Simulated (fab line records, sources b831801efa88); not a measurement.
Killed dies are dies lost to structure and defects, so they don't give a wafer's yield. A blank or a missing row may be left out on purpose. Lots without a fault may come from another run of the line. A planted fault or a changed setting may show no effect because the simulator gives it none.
Split-lot experiment | flow sfq_line | 5 lots, 23 wafers read, on a route of 325 steps

THE SPLIT
At SFQ_TRILAYER_M4_LITHO_COAT_098 (resist thk 62 nm), the setting spin_rpm was moved away from the recipe's 3000 rpm on 9 of the 23 wafers read, by -6.3% to -4.7%. The other wafers ran this setting at the recipe's value.

The reading is taken at the split's own step.

THE READING
BARC_of_TRILAYER_M4_LITHO_COAT_098.thk_nm (the simulator's own value, which no gauge read), in nm, at SFQ_TRILAYER_M4_LITHO_COAT_098 (resist thk 62 nm). The file gives no usual value for it. The 14 wafers here that ran the recipe average 62.03 nm, standard deviation 0.18 nm.

wafer  | tool, chamber at the split | spin_rpm as run, rpm | against the recipe | BARC_of_TRILAYER_M4_LITHO_COAT_098.thk_nm, nm | against lot-mates on the recipe
L076.1 | litho_track-02, 0          | 2857                 | -4.8%              | 63.64                                         | +1.70
L076.2 | litho_track-02, 0          | 2857                 | -4.8%              | 63.46                                         | +1.52
L076.4 | litho_track-02, 0          | 2857                 | -4.8%              | 63.53                                         | +1.59
L076.5 | litho_track-02, 0          | 3000                 | recipe             | 61.88                                         | -
L076.6 | litho_track-02, 0          | 3000                 | recipe             | 62.01                                         | -
L078.1 | litho_track-02, 0          | 3000                 | recipe             | 61.79                                         | -
L078.2 | litho_track-02, 0          | 2811                 | -6.3%              | 63.8                                          | +1.86
L078.3 | litho_track-02, 0          | 2811                 | -6.3%              | 64.07                                         | +2.13
L078.4 | litho_track-02, 0          | 3000                 | recipe             | 62.08                                         | -
L078.5 | litho_track-02, 0          | 2811                 | -6.3%              | 63.94                                         | +2.00
L079.1 | litho_track-02, 0          | 2860                 | -4.7%              | 63.52                                         | +1.51
L079.2 | litho_track-02, 0          | 2860                 | -4.7%              | 63.65                                         | +1.63
L079.3 | litho_track-02, 0          | 2860                 | -4.7%              | 63.69                                         | +1.67
L079.4 | litho_track-02, 0          | 3000                 | recipe             | 62.11                                         | -
L079.5 | litho_track-02, 0          | 3000                 | recipe             | 61.92                                         | -
L080.2 | litho_track-03, 0          | 3000                 | recipe             | 62.43                                         | -
L080.3 | litho_track-03, 0          | 3000                 | recipe             | 62.25                                         | -
L080.6 | litho_track-03, 0          | 3000                 | recipe             | 62.29                                         | -
L081.1 | litho_track-01, 0          | 3000                 | recipe             | 61.87                                         | -
L081.2 | litho_track-01, 0          | 3000                 | recipe             | 61.9                                          | -
L081.3 | litho_track-01, 0          | 3000                 | recipe             | 62.11                                         | -
L081.4 | litho_track-01, 0          | 3000                 | recipe             | 61.82                                         | -
L081.6 | litho_track-01, 0          | 3000                 | recipe             | 61.94                                         | -

THE FIT
A straight line over all 23 wafers: BARC_of_TRILAYER_M4_LITHO_COAT_098.thk_nm changes by -0.316 nm for each +1% of spin_rpm; r = -0.98; the points scatter about the line by 0.17 nm.
The same after taking each lot's own level away (the mean of its wafers on the recipe; 23 wafers): -0.328 nm for each +1%; r = -0.99; scatter 0.11 nm.
On that fit, the largest move of spin_rpm shifts the reading by 2.1 nm.
The lots' own levels span 61.928 to 62.323 nm, that is 2.1 times the standard deviation above.
So the lot-to-lot level changes the slope little: the two slopes agree.
Check: with one of the wafers moved furthest among these (-6.3%) left out of the fit, the line predicts +2.11 nm for it against its lot-mates. It came out at +1.86 nm against them.

OTHER SPLITS ON THESE WAFERS
These wafers also went through other splits before the reading. Each is held against what the fit with the lots' levels taken away leaves over:
other split on the same wafers                      | wafers away from the commonest value | r with BARC_of_TRILAYER_M4_LITHO_COAT_098.thk_nm (lot level and that fit taken away)
SFQ_TRILAYER_I1_VIA_LITHO_COAT_049 spin_rpm         | 6                                    | +0.19
SFQ_TRILAYER_I1_VIA_BARC_OPEN_VIA_ETCH_071 source_w | 9                                    | +0.37
SFQ_TRILAYER_M2_LITHO_EXPOSE_058 dose_mj            | 10                                   | -0.08
SFQ_TRILAYER_M2_BARC_OPEN_METAL_ETCH_077 bias_w     | 7                                    | -0.18
SFQ_TRILAYER_I2_VIA_LITHO_COAT_067 spin_rpm         | 7                                    | -0.03
SFQ_TRILAYER_M3_LITHO_COAT_080 resist_thk_nm        | 7                                    | -0.15
SFQ_TRILAYER_I3_VIA_LITHO_EXPOSE_086 dose_mj        | 5                                    | +0.08
SFQ_TRILAYER_I3_VIA_ETCH_VIA_ETCH_088 bias_w        | 11                                   | +0.05

THE FILE'S OWN FIT
BARC_of_TRILAYER_M4_LITHO_COAT_098.thk_nm changes by -0.33 nm for each +1% of spin_rpm, r = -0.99.
